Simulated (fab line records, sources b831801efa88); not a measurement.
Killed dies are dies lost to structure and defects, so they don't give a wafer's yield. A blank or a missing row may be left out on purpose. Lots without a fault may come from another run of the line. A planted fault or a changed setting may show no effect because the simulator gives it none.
Problem report in the 8D (eight disciplines) form, filled by code | flow gf180mcu | the parts of the form that need people (team, actions taken, sign-off) are left out

1. THE PROBLEM
o2_flow_sccm at GF_HV_LDD_STRIP_22 reads a mean of 2396 sccm on 6 wafers of 2 lots; wafers without a fault read 3000 sccm with a standard deviation of 9.1. That is -66 standard deviations from the usual mean.
The step: strips in O2/N2.
First seen on wafer L603.1, day 16 02:43, on plasma_asher-04. The record holds 42 wafers of 14 lots with a number at this step. Rule for "out", or "out of limits": more than 4 standard deviations from the usual mean. The other wafers with a number count as sound.

2. WHAT IT IS AND WHAT IT IS NOT
question                    | is                     | is not
which readings at this step | o2_flow_sccm           | drypump_motor_current_A, heater_power_w
which lots                  | L603, L604             | L586, L588, L589, L590, L591, L593, L595, L596, L605, L606, L607, L609
which wafers of those lots  | all that have a number | -
read on which tools         | plasma_asher-04        | plasma_asher-02, plasma_asher-03
when                        | from day 16 02:43      | up to then (24 sound wafers); but 12 sound wafers of L605, L606, L607, L609 came after

3. SUSPECTS, AND WHAT RULES EACH OUT
Counting: a tool at a process step up to the reading stays a suspect if it ran every lot that is out and no sound lot after the first of them.
- plasma_asher-04 at GF_HV_LDD_STRIP_22 (strips in O2/N2): kept. It ran every lot that is out, first L603 (day 16 02:43), and no sound lot after that; its last sound lot up to then is L596 (day 14 04:31). Its own readings are out on those wafers: o2_flow_sccm.
Left after counting: plasma_asher-04 at GF_HV_LDD_STRIP_22.

4. THE CAUSE (what the simulator had put in)
Process parameter drift: plasma_asher-04, from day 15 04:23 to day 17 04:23, at GF_HV_LDD_STRIP_22. Setting o2_flow_sccm, moved by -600, from 3000. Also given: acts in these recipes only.
Counting left only this tool.

5. THE CHAIN OF EFFECTS, in route order
Each row: a reading whose mean over the struck wafers that have a number lies more than 3 standard deviations from the usual. Only readings for which the record gives a usual standard deviation are gone through. hours: the time from each lot's start at the first step in this table that gives one to its start at this step, as a median over the lots. sigmas: the change in usual standard deviations.
hours | step               | reading                  | usual     | on struck wafers | change | sigmas
0     | GF_HV_LDD_STRIP_22 | o2_flow_sccm             | 3000 sccm | 2396             | -604   | -66
0     | GF_HV_LDD_STRIP_22 | strip_time_to_endpoint_s | 12.789 s  | 12.896           | +0.107 | +4.7
The process steps in it:
- GF_HV_LDD_STRIP_22: strips in O2/N2.

6. WHAT WOULD HAVE CAUGHT IT SOONER
In this record the first reading out of limits was taken at day 16 02:43, 22 hours after the fault began at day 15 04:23.
